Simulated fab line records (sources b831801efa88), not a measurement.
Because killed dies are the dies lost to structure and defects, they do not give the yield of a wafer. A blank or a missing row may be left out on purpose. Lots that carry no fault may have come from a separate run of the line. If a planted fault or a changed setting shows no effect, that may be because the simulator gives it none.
Comparing a struck lot with a sound one    flow sky130    18 steps out of a route of 708
Sound: these wafers, L643.1, L643.4, L643.5. The struck wafers were L637.1, L637.2, L637.6. The cause comes at the end.
Order at every step that has rows: each side's tool, ch and its chambers, its first start. Under that, the readings that differ: sound wafers    struck wafers    difference of the means    sigmas: that difference in standard deviations of wafers without a fault.
alike: same words and numbers on both sides, and readings whose means sit less than 2 such deviations apart. not compared: any withheld reading, any reading some wafer has no value for, any bound like >300 that may hide the same value, and any number with overlapping values for which the record gives no deviation.
Wherever a step has rows on one side only, a row that says differs or no value, or a row with sigmas, the two part there. Numbers that have no deviation but don't overlap get no sigmas and don't part them. A reading that every wafer of one side lacks parts them only if that side has two wafers or more.

first, 3 steps without rows for these wafers: SKY_SONOS_ONO_WET_ETCH_18 (etches Si3N4 in H3PO4, target depth 15 nm, time 172 s); SKY_GATE_OXIDE_CLEAN_00 (cleans in SC1/SC2, time 150 s); SKY_GATE_OXIDE_OXIDATION_01 (stabilise 600 s, purge 300 s, target thk 10.268 nm).
SKY_GATE_OXIDE_THK_MEAS_02:
  struck on film_metro-03, day 14 15:13; sound on film_metro-03, day 16 15:50
  alike: GATE_OXIDE_OXIDATION_00_THK
then, 7 steps without rows for these wafers: SKY_GATE_OXIDE_DEHYDRATE_03 (time 60 s); SKY_GATE_OXIDE_HMDS_04 (prime time 60 s); SKY_GATE_OXIDE_COAT_05 (resist thk 1140 nm); SKY_GATE_OXIDE_SOFTBAKE_06 (time 60 s); SKY_GATE_OXIDE_EXPOSE_07 (exposes mask LVOM, target cd 600 nm); SKY_GATE_OXIDE_PEB_08; SKY_GATE_OXIDE_DEVELOP_09 (develop time 60 s).
SKY_GATE_OXIDE_OVL_MEAS_10:
  struck on overlay-01, day 15 17:18; sound on overlay-01, day 17 20:42
  alike: GATE_OXIDE_OVL
SKY_GATE_OXIDE_IMPLANT_11:
  sound on implanter-03 ch 0, day 17 20:44; struck on implanter-02 ch 0, day 15 17:20
reading             sound                            struck                            difference   sigmas
dose_ions_cm2       2.6003e+12 2.5994e+12 2.599e+12  1.3257e+13 1.3262e+13 1.3259e+13  +1.0660e+13  +99 or more
faraday_current_uA  14.82 14.74 15.08                75.93 75.78 76.14                 +61.07       +99 or more
then, 1 step without rows for these wafers: SKY_GATE_OXIDE_WET_ETCH_12 (etches SiO2 in dHF, target depth 16.8 nm, time 336 s).
SKY_GATE_OXIDE_STRIP_13: strips in O2/N2.
  sound on plasma_asher-01 ch 0,1, day 17 20:59; struck on plasma_asher-01 ch 0,1, day 15 17:35
reading                       sound              struck             difference  sigmas
strip_time_to_endpoint_s (s)  14.22 14.16 14.19  14.13 14.08 14.07  -0.10       -2
  alike: drypump_motor_current_A, oes_product_au
  not compared: rf_hours_counter_h
SKY_GATE_OXIDE_TW_MEAS_14:
  struck on film_metro-03, day 15 17:41; sound on film_metro-01, day 17 21:05
reading        sound              struck             difference  sigmas
GATE_OXIDE_TW  223.7 222.3 223.3  355.8 354.6 355.6  +132.2      +57
then, 1 step without rows for these wafers: SKY_GATE_OXIDE_CLEAN_15 (cleans in SC1/SC2, time 150 s).
-- the record jumps here: 32 days lie between the struck wafers' starts before and after (it left off in module GATE_OXIDE and takes up again in module PAD_OPEN, whose first step shown is number 708 of the route) --
SKY_PAD_OPEN_PROBE_99:
  rows exist in the record for the struck wafers here (prober-02, day 47 16:07), but not for the sound ones

== WHERE THEY PART ==
Last at SKY_PAD_OPEN_PROBE_99 as far as this record goes, first at SKY_GATE_OXIDE_IMPLANT_11.

WHY: what the simulator had put in
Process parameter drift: implanter-02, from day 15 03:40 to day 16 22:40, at SKY_GATE_OXIDE_IMPLANT_11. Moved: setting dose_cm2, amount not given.
